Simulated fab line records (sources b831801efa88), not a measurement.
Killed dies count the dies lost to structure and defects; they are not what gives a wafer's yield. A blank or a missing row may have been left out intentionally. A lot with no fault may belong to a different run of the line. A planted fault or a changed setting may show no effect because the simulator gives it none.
A lot that was struck, set against a sound lot :: flow sky130 :: 16 out of 708 route steps
Sound: these wafers, L370.1, L370.4, L370.6. Wafers L384.3, L384.4, L384.6 were the ones struck. At the end, the cause is stated.
Order at every step that has rows: each side's tool, ch and its chambers, its first start. Under that, the readings that differ: sound wafers :: struck wafers :: difference of the means :: sigmas: that difference in standard deviations of wafers without a fault.
alike: words and numbers the same on both sides, and readings whose means are apart by under 2 such deviations; not compared: readings that were withheld, readings missing a value for some wafer, numbers with overlapping values and no deviation given by the record, and bounds like >300 which may hide the same value.
A row with sigmas, a row that says differs or no value, or rows on one side alone: a step with any of these is where the two part. Non-overlapping numbers with no deviation appear without sigmas and do not part them. A reading that every wafer of one side lacks parts them only if that side has two wafers or more.

first, 6 steps without rows for these wafers: SKY_METAL5_HMDS_08 (prime time 60 s); SKY_METAL5_COAT_09 (resist thk 1800 nm); SKY_METAL5_SOFTBAKE_10 (time 60 s); SKY_METAL5_EXPOSE_11 (exposes mask MM5, target cd 1600 nm); SKY_METAL5_PEB_12; SKY_METAL5_DEVELOP_13 (develop time 60 s).
SKY_METAL5_DESCUM_14: chemistry O2, time 11 s.
  sound on rie_metal-02 ch 0, day 44 17:04; struck on rie_metal-03 ch 0,1, day 48 09:41
  alike: drypump_motor_current_A, oes_product_au
  not compared: rf_hours_counter_h
SKY_METAL5_METAL_ETCH_15: etches the open film in Cl2/BCl3, stops on SiO2, target depth 1260 nm, time 252 s.
  sound on rie_metal-02 ch 0, day 44 17:08; struck on rie_metal-03 ch 0,1, day 48 09:47
  alike: drypump_motor_current_A, oes_product_au, throttle_valve_pct
  not compared: rf_hours_counter_h
SKY_METAL5_STRIP_16: strips in O2/N2.
  sound on plasma_asher-01 ch 0,1, day 44 17:36; struck on plasma_asher-04 ch 0,1, day 48 09:59
  alike: drypump_motor_current_A, n2_flow_sccm, oes_product_au, strip_time_to_endpoint_s
  not compared: rf_hours_counter_h
then, 3 steps without rows for these wafers: SKY_METAL5_STRIP_17 (strips in post etch residue remover, time 1200 s); SKY_METAL5_CLEAN_18 (cleans in IPA, time 180 s); SKY_METAL5_CLEAN_19 (cleans in O3/DIW).
SKY_PASSIVATION_CVD_00: deposits SiO2, target thk 90 nm.
  sound on pecvd-03 ch 0,1,2, day 44 18:11; struck on pecvd-03 ch 0,1, day 48 10:33
  alike: heater_power_w
SKY_PASSIVATION_THK_MEAS_01:
  sound: film_metro-03 at day 44 18:13; struck: film_metro-01 at day 48 10:35
reading: PASSIVATION_CVD_00_THK (nm)
sound: 91.4 92.2 92.6
struck: 76.6 78.5 77.6
difference: -14.5
sigmas: -11
SKY_PASSIVATION_CVD_02: deposits Si3N4, target thk 540 nm.
  sound on pecvd-01 ch 0,1, day 44 18:16; struck on pecvd-02 ch 0,1, day 48 10:38
  alike: heater_power_w
SKY_PAD_OPEN_PROBE_99:
  record: rows for the struck wafers here (prober-02, day 50 01:05), none for the sound ones

## WHERE THEY PART
Last at SKY_PAD_OPEN_PROBE_99 as far as this record goes, first at SKY_PASSIVATION_THK_MEAS_01.

WHY: whatever the simulator had introduced
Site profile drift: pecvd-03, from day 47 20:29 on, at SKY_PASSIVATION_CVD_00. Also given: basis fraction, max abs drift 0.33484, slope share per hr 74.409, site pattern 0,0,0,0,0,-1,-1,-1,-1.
